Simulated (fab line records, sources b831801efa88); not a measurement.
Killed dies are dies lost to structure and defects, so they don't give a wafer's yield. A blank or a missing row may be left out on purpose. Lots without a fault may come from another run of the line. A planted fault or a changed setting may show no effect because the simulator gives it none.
Which tool did it? | flow gf180mcu | 24 lots, 72 wafers sampled, at 6 steps of a route of 602

WHAT THE GAUGES READ, wafer by wafer
GF_STI_THK_MEAS_02.
lot  | measured    | on            | STI_OXIDATION_THK (nm)
L074 | day 1 11:31 | film_metro-01 | 10.02 10.00 10.11
L075 | day 1 16:31 | film_metro-02 | 10.13 10.18 10.21
L076 | day 1 21:31 | film_metro-03 | 10.08 10.19 10.07
L077 | day 2 02:49 | film_metro-02 | 9.78 10.02 9.99
L078 | day 2 07:31 | film_metro-02 | 10.01 10.06 10.08
L079 | day 2 13:28 | film_metro-01 | 10.01 9.93 9.99
L080 | day 2 17:32 | film_metro-01 | 10.30 10.17 10.18
L081 | day 2 22:31 | film_metro-02 | 9.96 9.93 9.89
L082 | day 3 03:44 | film_metro-01 | 10.00 10.23 10.07
L083 | day 3 08:31 | film_metro-02 | 10.12 10.04 9.94
L084 | day 3 13:32 | film_metro-01 | 9.79 9.81 9.83
L085 | day 3 19:10 | film_metro-03 | 10.16 9.77 9.84
L086 | day 4 00:35 | film_metro-01 | 9.79 9.71 9.73
L087 | day 4 04:50 | film_metro-01 | 9.95 9.79 9.91
L088 | day 4 09:31 | film_metro-03 | 10.22 10.20 10.27
L089 | day 4 14:32 | film_metro-03 | 9.82 9.63 9.80
L090 | day 4 19:32 | film_metro-01 | 9.84 9.91 9.88
L091 | day 5 00:31 | film_metro-03 | 9.69 9.61 9.76
L092 | day 5 05:32 | film_metro-01 | 9.93 9.94 10.00
L093 | day 5 10:31 | film_metro-02 | 9.96 9.80 9.86
L094 | day 5 15:32 | film_metro-02 | 9.74 9.83 9.76
L095 | day 5 20:31 | film_metro-02 | 9.86 10.03 9.97
L096 | day 6 02:21 | film_metro-01 | 9.87 9.85 9.94
L097 | day 6 06:31 | film_metro-01 | 9.92 9.84 9.90

GF_PSD_RS_MEAS_14: measures by four-point-probe.
lot  | measured     | on            | NSD_RS (ohm/sq)
L074 | day 14 05:42 | film_metro-01 | 46.25 46.16 46.12
L075 | day 14 10:30 | film_metro-04 | 46.23 46.14 46.14
L076 | day 14 23:58 | film_metro-04 | 46.15 46.21 46.29
L077 | day 15 05:12 | film_metro-01 | 46.17 46.14 46.18
L078 | day 15 11:14 | film_metro-04 | 46.19 46.24 46.09
L079 | day 16 00:26 | film_metro-01 | 46.20 46.01 46.14
L080 | day 16 04:26 | film_metro-03 | 46.19 46.14 46.16
L081 | day 16 15:44 | film_metro-04 | 46.03 46.14 46.18
L082 | day 17 00:01 | film_metro-03 | 46.13 46.12 46.14
L083 | day 17 13:16 | film_metro-04 | 46.29 46.24 46.15
L084 | day 17 20:38 | film_metro-03 | 46.19 46.12 46.07
L085 | day 18 05:16 | film_metro-01 | 46.16 46.00 46.21
L086 | day 18 13:16 | film_metro-04 | 46.11 46.10 46.23
L087 | day 18 21:26 | film_metro-04 | 46.33 46.31 46.30
L088 | day 19 04:59 | film_metro-01 | 46.18 46.16 46.27
L089 | day 19 10:29 | film_metro-01 | 46.19 46.08 46.05
L090 | day 19 23:49 | film_metro-01 | 46.08 46.04 46.23
L091 | day 20 07:51 | film_metro-03 | 46.13 46.18 46.02
L092 | day 20 16:41 | film_metro-01 | 46.26 46.10 46.23
L093 | day 20 23:29 | film_metro-03 | 46.14 46.10 46.09
L094 | day 21 11:32 | film_metro-04 | 46.29 46.28 46.24
L095 | day 21 13:59 | film_metro-03 | 46.12 46.12 46.18
L096 | day 21 20:58 | film_metro-01 | 46.37 46.38 46.22
L097 | day 22 09:48 | film_metro-01 | 46.23 46.17 46.23

GF_M1_THK_MEAS_06: measures by xrf.
lot  | measured     | on            | M1_ALCU_THK (nm)
L074 | day 16 04:02 | film_metro-04 | 454 453 450
L075 | day 16 08:35 | film_metro-03 | 457 453 459
L076 | day 16 22:26 | film_metro-04 | 456 458 453
L077 | day 17 04:17 | film_metro-03 | 452 450 450
L078 | day 17 10:25 | film_metro-04 | 462 454 444
L079 | day 18 01:34 | film_metro-04 | 444 443 443
L080 | day 18 04:48 | film_metro-03 | 455 449 459
L081 | day 18 16:29 | film_metro-03 | 456 452 450
L082 | day 19 01:53 | film_metro-01 | 458 451 457
L083 | day 19 16:49 | film_metro-03 | 453 454 451
L084 | day 20 00:29 | film_metro-04 | 445 450 457
L085 | day 20 09:19 | film_metro-01 | 458 458 454
L086 | day 20 17:44 | film_metro-01 | 454 456 449
L087 | day 21 01:10 | film_metro-03 | 448 452 446
L088 | day 21 12:47 | film_metro-01 | 449 448 451
L089 | day 21 14:25 | film_metro-03 | 441 445 453
L090 | day 22 02:05 | film_metro-04 | 448 453 451
L091 | day 22 14:19 | film_metro-01 | 452 456 457
L092 | day 22 19:27 | film_metro-03 | 454 452 457
L093 | day 22 23:19 | film_metro-01 | 452 457 455
L094 | day 23 11:58 | film_metro-01 | 448 447 447
L095 | day 23 16:08 | film_metro-04 | 452 457 450
L096 | day 23 22:24 | film_metro-01 | 447 443 455
L097 | day 24 10:40 | film_metro-04 | 448 448 451

GF_V1_THK_MEAS_25: measures by xrf.
lot  | measured     | on            | V1_W_THK (nm)
L074 | day 18 03:56 | film_metro-01 | 346 339 342
L075 | day 18 09:05 | film_metro-02 | 341 349 354
L076 | day 19 00:05 | film_metro-01 | 338 339 332
L077 | day 19 06:37 | film_metro-01 | 342 329 333
L078 | day 19 12:49 | film_metro-03 | 358 350 353
L079 | day 20 04:06 | film_metro-03 | 352 352 337
L080 | day 20 07:35 | film_metro-03 | 347 347 345
L081 | day 20 18:44 | film_metro-01 | 332 334 336
L082 | day 21 05:18 | film_metro-02 | 353 363 359
L083 | day 21 19:08 | film_metro-01 | 353 344 349
L084 | day 22 00:42 | film_metro-01 | 333 334 343
L085 | day 22 13:47 | film_metro-02 | 339 337 342
L086 | day 22 19:47 | film_metro-02 | 350 348 347
L087 | day 23 00:13 | film_metro-01 | 341 344 346
L088 | day 23 12:52 | film_metro-02 | 348 354 355
L089 | day 23 16:02 | film_metro-01 | 335 334 342
L090 | day 24 01:01 | film_metro-01 | 347 343 338
L091 | day 24 13:44 | film_metro-01 | 339 339 339
L092 | day 24 18:32 | film_metro-02 | 344 344 344
L093 | day 24 22:30 | film_metro-02 | 352 341 346
L094 | day 25 10:40 | film_metro-02 | 348 351 356
L095 | day 25 14:56 | film_metro-02 | 342 347 344
L096 | day 25 20:48 | film_metro-02 | 347 344 347
L097 | day 26 06:37 | film_metro-02 | 351 353 347

GF_M2_RS_MEAS_05: measures by four-point-probe.
lot  | measured     | on            | M2_ALCU_RS (ohm/sq)
L074 | day 18 04:31 | film_metro-04 | 0.0685 0.0700 0.0693
L075 | day 18 09:41 | film_metro-02 | 0.0680 0.0698 0.0684
L076 | day 19 00:40 | film_metro-01 | 0.0699 0.0705 0.0700
L077 | day 19 07:12 | film_metro-02 | 0.0701 0.0693 0.0686
L078 | day 19 13:25 | film_metro-01 | 0.0694 0.0686 0.0699
L079 | day 20 04:43 | film_metro-01 | 0.0693 0.0694 0.0694
L080 | day 20 08:11 | film_metro-04 | 0.0702 0.0699 0.0699
L081 | day 20 19:19 | film_metro-01 | 0.0676 0.0702 0.0692
L082 | day 21 05:53 | film_metro-01 | 0.0709 0.0703 0.0708
L083 | day 21 19:43 | film_metro-01 | 0.0685 0.0684 0.0689
L084 | day 22 01:19 | film_metro-01 | 0.0694 0.0708 0.0706
L085 | day 22 14:22 | film_metro-02 | 0.0693 0.0698 0.0690
L086 | day 22 20:22 | film_metro-04 | 0.0703 0.0702 0.0701
L087 | day 23 00:48 | film_metro-02 | 0.0675 0.0690 0.0697
L088 | day 23 13:27 | film_metro-02 | 0.0698 0.0701 0.0703
L089 | day 23 16:38 | film_metro-04 | 0.0673 0.0669 0.0692
L090 | day 24 01:37 | film_metro-01 | 0.0692 0.0697 0.0679
L091 | day 24 14:19 | film_metro-01 | 0.0696 0.0697 0.0703
L092 | day 24 19:08 | film_metro-02 | 0.0691 0.0707 0.0693
L093 | day 24 23:05 | film_metro-04 | 0.0691 0.0702 0.0701
L094 | day 25 11:16 | film_metro-04 | 0.0700 0.0692 0.0694
L095 | day 25 15:31 | film_metro-01 | 0.0707 0.0713 0.0704
L096 | day 25 21:26 | film_metro-01 | 0.0695 0.0690 0.0699
L097 | day 26 07:13 | film_metro-02 | 0.0708 0.0712 0.0716

WHICH TOOL RAN EACH LOT (tool, then ch and the chambers of the sampled wafers, then the start)
lot  | GF_M2_SPUTTER_02
L074 | pvd_sputter-04, day 18 04:25
L075 | pvd_sputter-03, day 18 09:34
L076 | pvd_sputter-04, day 19 00:34
L077 | pvd_sputter-02, day 19 07:07
L078 | pvd_sputter-03, day 19 13:18
L079 | pvd_sputter-04, day 20 04:34
L080 | pvd_sputter-03, day 20 08:02
L081 | pvd_sputter-02, day 20 19:13
L082 | pvd_sputter-02, day 21 05:47
L083 | pvd_sputter-03, day 21 19:37
L084 | pvd_sputter-03, day 22 01:10
L085 | pvd_sputter-02, day 22 14:16
L086 | pvd_sputter-04, day 22 20:16
L087 | pvd_sputter-02, day 23 00:43
L088 | pvd_sputter-03, day 23 13:20
L089 | pvd_sputter-02, day 23 16:29
L090 | pvd_sputter-02, day 24 01:29
L091 | pvd_sputter-02, day 24 14:13
L092 | pvd_sputter-02, day 24 18:59
L093 | pvd_sputter-02, day 24 22:59
L094 | pvd_sputter-04, day 25 11:08
L095 | pvd_sputter-04, day 25 15:26
L096 | pvd_sputter-02, day 25 21:17
L097 | pvd_sputter-03, day 26 07:06
- GF_M2_SPUTTER_02: material AlCu, target thk 450 nm, time 23.9 s.

WHAT THE TOOLS THEMSELVES READ (means of the sampled wafers that have a number; where no wafer has one, the mark that the record gives instead)
GF_M2_SPUTTER_02.
lot  | tool           | cathode_dc_power_W (W) | throttle_valve_pct (%)
L074 | pvd_sputter-04 | 10600                  | 29.9
L075 | pvd_sputter-03 | 10601                  | 31.0
L076 | pvd_sputter-04 | 10601                  | 30.7
L077 | pvd_sputter-02 | 10601                  | 29.2
L078 | pvd_sputter-03 | 10598                  | 30.8
L079 | pvd_sputter-04 | 10601                  | 30.2
L080 | pvd_sputter-03 | 10601                  | 31.5
L081 | pvd_sputter-02 | 10601                  | 30.8
L082 | pvd_sputter-02 | 10599                  | 31.5
L083 | pvd_sputter-03 | 10600                  | 31.5
L084 | pvd_sputter-03 | 10600                  | 30.9
L085 | pvd_sputter-02 | 10600                  | 30.7
L086 | pvd_sputter-04 | 10599                  | 30.1
L087 | pvd_sputter-02 | 10601                  | 30.8
L088 | pvd_sputter-03 | 10598                  | 31.3
L089 | pvd_sputter-02 | 10601                  | 29.8
L090 | pvd_sputter-02 | 10602                  | 30.8
L091 | pvd_sputter-02 | 10602                  | 30.9
L092 | pvd_sputter-02 | 10600                  | 30.0
L093 | pvd_sputter-02 | 10600                  | 29.7
L094 | pvd_sputter-04 | 10601                  | 30.3
L095 | pvd_sputter-04 | 10599                  | 29.8
L096 | pvd_sputter-02 | 10598                  | 29.8
L097 | pvd_sputter-03 | 10601                  | 30.8

THE ANSWER, worked out from the rows above alone
Rule: what is usual is taken from the lots themselves. Put in order of their means at a reading, lots are off if they are a third of the lots or fewer, leave a main group of 4 or more, and stand apart from it by a gap of 3 or more times the standard deviation of the main group's means; of several such gaps the widest counts. A main group whose means are all the same, to the digits that the tables above print for the reading, isn't used. A lot without any number at a reading at which 4 lots or more have one is off too. The other lots that the step has rows for count as sound. The gauges are gone through in route order, then the tools' own readings, and for those a lot's mean is taken as printed above. The first step at which some lot is off is used, and at that step the reading that is off furthest; a lot without a number counts as furthest.
No lot is off at any reading shown: from this, nothing can be told.

WHAT THE SIMULATOR HAD PUT IN
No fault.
